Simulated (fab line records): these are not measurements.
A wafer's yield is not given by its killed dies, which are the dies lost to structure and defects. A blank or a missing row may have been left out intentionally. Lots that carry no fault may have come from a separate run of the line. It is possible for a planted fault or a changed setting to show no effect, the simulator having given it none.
Split-lot study :: flow sky130 :: route with 708 steps; 5 lots, 23 wafers read

== SPLIT DETAILS ==
At SKY_SONOS_TUNNEL_DEVELOP_06 (develop time 60 s), the setting develop-time-s was moved away from the recipe's 60 s on 4 of the 23 wafers read, by -4.4% to +9.5%. For the rest of the wafers, this setting stayed at what the recipe calls for.

Between the split and the reading, the file records no step.

== THE READING ==
cd-nm, in nm, at SKY_SONOS_TUNNEL_CD_MEAS_07 (target cd 410 nm). A value of 410.0 nm with a standard deviation of 1.9 nm is what fault-free wafers of this fab line usually give.

wafer: L077.1
tool, chamber at the split: litho-track-04, 0
develop-time-s as run, s: 60
against the recipe: recipe
cd-nm, nm: 407.9
against lot-mates on the recipe: -

wafer: L077.2
tool, chamber at the split: litho-track-04, 0
develop-time-s as run, s: 60
against the recipe: recipe
cd-nm, nm: 408.7
against lot-mates on the recipe: -

wafer: L077.3
tool, chamber at the split: litho-track-04, 0
develop-time-s as run, s: 60
against the recipe: recipe
cd-nm, nm: 408.2
against lot-mates on the recipe: -

wafer: L077.4
tool, chamber at the split: litho-track-04, 0
develop-time-s as run, s: 60
against the recipe: recipe
cd-nm, nm: 407.6
against lot-mates on the recipe: -

wafer: L077.6
tool, chamber at the split: litho-track-04, 0
develop-time-s as run, s: 60
against the recipe: recipe
cd-nm, nm: 407.0
against lot-mates on the recipe: -

wafer: L078.2
tool, chamber at the split: litho-track-03, 0
develop-time-s as run, s: 60
against the recipe: recipe
cd-nm, nm: 409.8
against lot-mates on the recipe: -

wafer: L078.3
tool, chamber at the split: litho-track-03, 0
develop-time-s as run, s: 60
against the recipe: recipe
cd-nm, nm: 411.0
against lot-mates on the recipe: -

wafer: L078.4
tool, chamber at the split: litho-track-03, 0
develop-time-s as run, s: 60
against the recipe: recipe
cd-nm, nm: 408.7
against lot-mates on the recipe: -

wafer: L078.5
tool, chamber at the split: litho-track-03, 0
develop-time-s as run, s: 65.72
against the recipe: +9.5%
cd-nm, nm: 418.8
against lot-mates on the recipe: +9.0

wafer: L078.6
tool, chamber at the split: litho-track-03, 0
develop-time-s as run, s: 65.72
against the recipe: +9.5%
cd-nm, nm: 417.6
against lot-mates on the recipe: +7.8

wafer: L080.2
tool, chamber at the split: litho-track-01, 0
develop-time-s as run, s: 60
against the recipe: recipe
cd-nm, nm: 411.8
against lot-mates on the recipe: -

wafer: L080.4
tool, chamber at the split: litho-track-01, 0
develop-time-s as run, s: 60
against the recipe: recipe
cd-nm, nm: 411.7
against lot-mates on the recipe: -

wafer: L080.5
tool, chamber at the split: litho-track-01, 0
develop-time-s as run, s: 60
against the recipe: recipe
cd-nm, nm: 411.7
against lot-mates on the recipe: -

wafer: L083.1
tool, chamber at the split: litho-track-01, 0
develop-time-s as run, s: 60
against the recipe: recipe
cd-nm, nm: 410.9
against lot-mates on the recipe: -

wafer: L083.2
tool, chamber at the split: litho-track-01, 0
develop-time-s as run, s: 60
against the recipe: recipe
cd-nm, nm: 410.0
against lot-mates on the recipe: -

wafer: L083.3
tool, chamber at the split: litho-track-01, 0
develop-time-s as run, s: 60
against the recipe: recipe
cd-nm, nm: 409.4
against lot-mates on the recipe: -

wafer: L083.4
tool, chamber at the split: litho-track-01, 0
develop-time-s as run, s: 60
against the recipe: recipe
cd-nm, nm: 407.4
against lot-mates on the recipe: -

wafer: L083.5
tool, chamber at the split: litho-track-01, 0
develop-time-s as run, s: 60
against the recipe: recipe
cd-nm, nm: 409.3
against lot-mates on the recipe: -

wafer: L084.1
tool, chamber at the split: litho-track-01, 0
develop-time-s as run, s: 60
against the recipe: recipe
cd-nm, nm: 411.6
against lot-mates on the recipe: -

wafer: L084.2
tool, chamber at the split: litho-track-01, 0
develop-time-s as run, s: 60
against the recipe: recipe
cd-nm, nm: 411.1
against lot-mates on the recipe: -

wafer: L084.3
tool, chamber at the split: litho-track-01, 0
develop-time-s as run, s: 60
against the recipe: recipe
cd-nm, nm: 410.4
against lot-mates on the recipe: -

wafer: L084.4
tool, chamber at the split: litho-track-01, 0
develop-time-s as run, s: 57.38
against the recipe: -4.4%
cd-nm, nm: 404.9
against lot-mates on the recipe: -6.1

wafer: L084.6
tool, chamber at the split: litho-track-01, 0
develop-time-s as run, s: 57.38
against the recipe: -4.4%
cd-nm, nm: 405.3
against lot-mates on the recipe: -5.7

FIT RESULTS
A straight line over all 23 wafers: cd-nm changes by +0.923 nm for each +1% of develop-time-s; r = +0.89; the points scatter about the line by 1.5 nm.
The same after taking each lot's own level away (the mean of its wafers on the recipe; 23 wafers): +0.972 nm for each +1%; r = +0.96; scatter 0.94 nm.
That fit puts the effect of the largest move of develop-time-s on the reading at 9.3 nm.
Measured against the standard deviation above, the lots' own levels, which go from 407.88 to 411.73 nm, span 2.0 times it.
The two slopes agree, so the slope changes little with the lot-to-lot level.
Check: for one of the wafers moved furthest among these (+9.5%), held out of the fit, the line's prediction against its lot-mates is +9.09 nm. It came out at +8.97 nm against them.

== OTHER SPLITS APPLIED TO THESE WAFERS ==
Other splits were also applied to these wafers ahead of the reading. Each is held against what the fit with the lots' levels taken away leaves over:
other split on the same wafers: SKY_FIELD_ISO_OXIDATION_01 temp-c
wafers away from the commonest value: 18
r with cd-nm (lot level and that fit taken away): +0.02

other split on the same wafers: SKY_FIELD_ISO_ETCH_15 time-s
wafers away from the commonest value: 10
r with cd-nm (lot level and that fit taken away): -0.43

other split on the same wafers: SKY_PWDE_COAT_02 spin-rpm
wafers away from the commonest value: 9
r with cd-nm (lot level and that fit taken away): +0.47

other split on the same wafers: SKY_PWDE_IMPLANT_08 energy-kev
wafers away from the commonest value: 9
r with cd-nm (lot level and that fit taken away): +0.15

other split on the same wafers: SKY_NWELL_SOFTBAKE_06 temp-c
wafers away from the commonest value: 10
r with cd-nm (lot level and that fit taken away): +0.11

other split on the same wafers: SKY_VT_ADJUST_HVTP_DEVELOP_06 dev-temp-c
wafers away from the commonest value: 10
r with cd-nm (lot level and that fit taken away): -0.07

other split on the same wafers: SKY_VT_ADJUST_LVTN_STRIP_09 o2-flow-sccm
wafers away from the commonest value: 7
r with cd-nm (lot level and that fit taken away): +0.36

other split on the same wafers: SKY_VT_ADJUST_HVTR_DEVELOP_06 dev-temp-c
wafers away from the commonest value: 7
r with cd-nm (lot level and that fit taken away): +0.04

== FILE'S OWN FIT ==
cd-nm changes by +0.958 nm for each +1% of develop-time-s, r = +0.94.
